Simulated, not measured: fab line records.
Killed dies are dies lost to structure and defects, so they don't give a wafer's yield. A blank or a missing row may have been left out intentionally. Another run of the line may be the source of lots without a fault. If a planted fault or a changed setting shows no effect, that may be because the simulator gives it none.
The tool behind it: which one? || flow sky130 || 33 wafers from 11 lots sampled at 4 of the route's 708 steps

WHAT EACH GAUGE READ, for each wafer
SKY_CAPM_THK_MEAS_01.
{"lot": "L821", "measured": "day 36 00:35", "on": "filmMetro-03", "CAPM_CVD_00_THK (nm)": "15.64 15.81 16.00"}
{"lot": "L824", "measured": "day 38 07:20", "on": "filmMetro-03", "CAPM_CVD_00_THK (nm)": "15.52 15.45 15.27"}
{"lot": "L826", "measured": "day 38 07:41", "on": "filmMetro-03", "CAPM_CVD_00_THK (nm)": "15.53 15.71 15.90"}
{"lot": "L825", "measured": "day 38 08:32", "on": "filmMetro-01", "CAPM_CVD_00_THK (nm)": "15.15 15.35 15.75"}
{"lot": "L828", "measured": "day 38 15:00", "on": "filmMetro-01", "CAPM_CVD_00_THK (nm)": "15.40 15.63 15.67"}
{"lot": "L833", "measured": "day 40 09:03", "on": "filmMetro-03", "CAPM_CVD_00_THK (nm)": "15.43 15.73 15.41"}
{"lot": "L838", "measured": "day 41 15:05", "on": "filmMetro-01", "CAPM_CVD_00_THK (nm)": "15.12 15.19 15.50"}
{"lot": "L839", "measured": "day 41 22:43", "on": "filmMetro-03", "CAPM_CVD_00_THK (nm)": "15.16 15.45 11.78 15.18 15.47 11.78"}
{"lot": "L840", "measured": "day 42 07:28", "on": "filmMetro-03", "CAPM_CVD_00_THK (nm)": "15.49 11.76 15.65 15.49 11.80 15.67"}
{"lot": "L841", "measured": "day 42 15:25", "on": "filmMetro-04", "CAPM_CVD_00_THK (nm)": "15.45 15.38 15.57"}
{"lot": "L842", "measured": "day 42 17:43", "on": "filmMetro-03", "CAPM_CVD_00_THK (nm)": "15.31 15.22 15.44"}

WHAT TOOL EACH LOT RAN ON (gives the tool, then ch and the chambers of the sampled wafers, and finally the start)
{"lot": "L821", "SKY_VIA2_SPUTTER_20": "pvdSputter-02, day 35 23:44", "SKY_METAL3_SPUTTER_02": "pvdSputter-04, day 36 00:27", "SKY_CAPM_CVD_00": "pecvd-02 ch 0,2, day 36 00:33"}
{"lot": "L824", "SKY_VIA2_SPUTTER_20": "pvdSputter-02, day 38 06:28", "SKY_METAL3_SPUTTER_02": "pvdSputter-01, day 38 07:11", "SKY_CAPM_CVD_00": "pecvd-04 ch 0,1,2, day 38 07:18"}
{"lot": "L826", "SKY_VIA2_SPUTTER_20": "pvdSputter-03, day 38 06:49", "SKY_METAL3_SPUTTER_02": "pvdSputter-03, day 38 07:32", "SKY_CAPM_CVD_00": "pecvd-02 ch 0,1, day 38 07:39"}
{"lot": "L825", "SKY_VIA2_SPUTTER_20": "pvdSputter-02, day 38 07:41", "SKY_METAL3_SPUTTER_02": "pvdSputter-04, day 38 08:25", "SKY_CAPM_CVD_00": "pecvd-03 ch 0,2, day 38 08:31"}
{"lot": "L828", "SKY_VIA2_SPUTTER_20": "pvdSputter-04, day 38 14:09", "SKY_METAL3_SPUTTER_02": "pvdSputter-01, day 38 14:52", "SKY_CAPM_CVD_00": "pecvd-02 ch 0,1,2, day 38 14:59"}
{"lot": "L833", "SKY_VIA2_SPUTTER_20": "pvdSputter-02, day 40 08:11", "SKY_METAL3_SPUTTER_02": "pvdSputter-03, day 40 08:55", "SKY_CAPM_CVD_00": "pecvd-03 ch 1,2, day 40 09:01"}
{"lot": "L838", "SKY_VIA2_SPUTTER_20": "pvdSputter-02, day 41 12:35", "SKY_METAL3_SPUTTER_02": "pvdSputter-04, day 41 14:53", "SKY_CAPM_CVD_00": "pecvd-03 ch 0,2, day 41 14:59"}
{"lot": "L839", "SKY_VIA2_SPUTTER_20": "pvdSputter-04, day 41 21:52", "SKY_METAL3_SPUTTER_02": "pvdSputter-03, day 41 22:35", "SKY_CAPM_CVD_00": "pecvd-02 ch 0,1, day 41 22:41"}
{"lot": "L840", "SKY_VIA2_SPUTTER_20": "pvdSputter-02, day 42 06:37", "SKY_METAL3_SPUTTER_02": "pvdSputter-03, day 42 07:20", "SKY_CAPM_CVD_00": "pecvd-02 ch 0,1, day 42 07:26"}
{"lot": "L841", "SKY_VIA2_SPUTTER_20": "pvdSputter-02, day 42 14:34", "SKY_METAL3_SPUTTER_02": "pvdSputter-03, day 42 15:17", "SKY_CAPM_CVD_00": "pecvd-04 ch 0,1,2, day 42 15:23"}
{"lot": "L842", "SKY_VIA2_SPUTTER_20": "pvdSputter-03, day 42 16:45", "SKY_METAL3_SPUTTER_02": "pvdSputter-04, day 42 17:35", "SKY_CAPM_CVD_00": "pecvd-04 ch 0,2, day 42 17:41"}
- SKY_VIA2_SPUTTER_20: material TiN, target thk 20 nm, time 80 s.
- SKY_METAL3_SPUTTER_02: material AlCu, target thk 735 nm, time 39.1 s.
- SKY_CAPM_CVD_00: deposits SiO2, target thk 15.5 nm.

WHAT THE TOOLS THEMSELVES READ (means of the sampled wafers that have a number; where no wafer has one, the mark that the record gives instead)
SKY_VIA2_SPUTTER_20.
{"lot": "L821", "tool": "pvdSputter-02", "cathodeDcPowerW (W)": 4000.6, "throttleValvePct (%)": 30.8}
{"lot": "L824", "tool": "pvdSputter-02", "cathodeDcPowerW (W)": 3999.7, "throttleValvePct (%)": 30.2}
{"lot": "L826", "tool": "pvdSputter-03", "cathodeDcPowerW (W)": 3999.5, "throttleValvePct (%)": 30.5}
{"lot": "L825", "tool": "pvdSputter-02", "cathodeDcPowerW (W)": 4000.9, "throttleValvePct (%)": 30.2}
{"lot": "L828", "tool": "pvdSputter-04", "cathodeDcPowerW (W)": 3999.9, "throttleValvePct (%)": 29.6}
{"lot": "L833", "tool": "pvdSputter-02", "cathodeDcPowerW (W)": 4000.4, "throttleValvePct (%)": 30.5}
{"lot": "L838", "tool": "pvdSputter-02", "cathodeDcPowerW (W)": 4000.0, "throttleValvePct (%)": 30.0}
{"lot": "L839", "tool": "pvdSputter-04", "cathodeDcPowerW (W)": 3999.4, "throttleValvePct (%)": 31.1}
{"lot": "L840", "tool": "pvdSputter-02", "cathodeDcPowerW (W)": 4000.7, "throttleValvePct (%)": 29.9}
{"lot": "L841", "tool": "pvdSputter-02", "cathodeDcPowerW (W)": 4000.2, "throttleValvePct (%)": 30.3}
{"lot": "L842", "tool": "pvdSputter-03", "cathodeDcPowerW (W)": 3999.9, "throttleValvePct (%)": 31.1}

SKY_METAL3_SPUTTER_02.
{"lot": "L821", "tool": "pvdSputter-04", "cathodeDcPowerW (W)": 10601, "throttleValvePct (%)": 29.2}
{"lot": "L824", "tool": "pvdSputter-01", "cathodeDcPowerW (W)": 10599, "throttleValvePct (%)": 29.3}
{"lot": "L826", "tool": "pvdSputter-03", "cathodeDcPowerW (W)": 10600, "throttleValvePct (%)": 30.8}
{"lot": "L825", "tool": "pvdSputter-04", "cathodeDcPowerW (W)": 10601, "throttleValvePct (%)": 30.3}
{"lot": "L828", "tool": "pvdSputter-01", "cathodeDcPowerW (W)": 10602, "throttleValvePct (%)": 29.5}
{"lot": "L833", "tool": "pvdSputter-03", "cathodeDcPowerW (W)": 10603, "throttleValvePct (%)": 31.3}
{"lot": "L838", "tool": "pvdSputter-04", "cathodeDcPowerW (W)": 10599, "throttleValvePct (%)": 29.7}
{"lot": "L839", "tool": "pvdSputter-03", "cathodeDcPowerW (W)": 10603, "throttleValvePct (%)": 30.5}
{"lot": "L840", "tool": "pvdSputter-03", "cathodeDcPowerW (W)": 10599, "throttleValvePct (%)": 30.7}
{"lot": "L841", "tool": "pvdSputter-03", "cathodeDcPowerW (W)": 10602, "throttleValvePct (%)": 31.0}
{"lot": "L842", "tool": "pvdSputter-04", "cathodeDcPowerW (W)": 10600, "throttleValvePct (%)": 29.7}

SKY_CAPM_CVD_00.
{"lot": "L821", "tool": "pecvd-02", "heaterPowerW (W)": 648, "susceptorTempC (C)": 399.82}
{"lot": "L824", "tool": "pecvd-04", "heaterPowerW (W)": 691, "susceptorTempC (C)": 399.80}
{"lot": "L826", "tool": "pecvd-02", "heaterPowerW (W)": 610, "susceptorTempC (C)": 399.74}
{"lot": "L825", "tool": "pecvd-03", "heaterPowerW (W)": 774, "susceptorTempC (C)": 400.15}
{"lot": "L828", "tool": "pecvd-02", "heaterPowerW (W)": 668, "susceptorTempC (C)": 400.02}
{"lot": "L833", "tool": "pecvd-03", "heaterPowerW (W)": 843, "susceptorTempC (C)": 400.03}
{"lot": "L838", "tool": "pecvd-03", "heaterPowerW (W)": 815, "susceptorTempC (C)": 399.94}
{"lot": "L839", "tool": "pecvd-02", "heaterPowerW (W)": 653, "susceptorTempC (C)": 399.75}
{"lot": "L840", "tool": "pecvd-02", "heaterPowerW (W)": 562, "susceptorTempC (C)": 399.84}
{"lot": "L841", "tool": "pecvd-04", "heaterPowerW (W)": 700, "susceptorTempC (C)": 400.23}
{"lot": "L842", "tool": "pecvd-04", "heaterPowerW (W)": 750, "susceptorTempC (C)": 399.90}

THE ANSWER, worked out from the rows above alone
Rule: the lots themselves supply what counts as usual. The widest of any qualifying gaps counts: lots, ordered by their means at a reading, are off when they make up no more than a third of the lots, leave a main group of 4 or more, and stand apart from it by 3 or more times the standard deviation of that group's means. The tables above print the reading to a certain number of digits; a main group whose means all agree to those digits is not used. A lot without any number at a reading at which 4 lots or more have one is off too. Where the step has rows for the other lots, those lots are counted as sound. First the gauges in route order, then the tools' own readings, where a lot's mean is used as printed above. The first step at which some lot is off is used, and at that step the reading that is off furthest; a lot without a number counts as furthest.
Off: L839, L840, at SKY_CAPM_THK_MEAS_01 (CAPM_CVD_00_THK). The main group has a mean of 15.50 nm with a standard deviation of 0.17.
If a tool, at a process step before that reading, ran all the lots that are off and no sound lot after the first of them, it fits. The gauges at SKY_CAPM_THK_MEAS_01 are tried like those tools. One fits: SKY_CAPM_CVD_00 on pecvd-02. A fault onset in the window from L828 (day 38 14:59, its last sound lot) to L839 (day 41 22:41, its first lot off) fits.

WHAT THE SIMULATOR HAD PUT IN
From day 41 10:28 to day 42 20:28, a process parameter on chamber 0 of pecvd-02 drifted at SKY_CAPM_CVD_00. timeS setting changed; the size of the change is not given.
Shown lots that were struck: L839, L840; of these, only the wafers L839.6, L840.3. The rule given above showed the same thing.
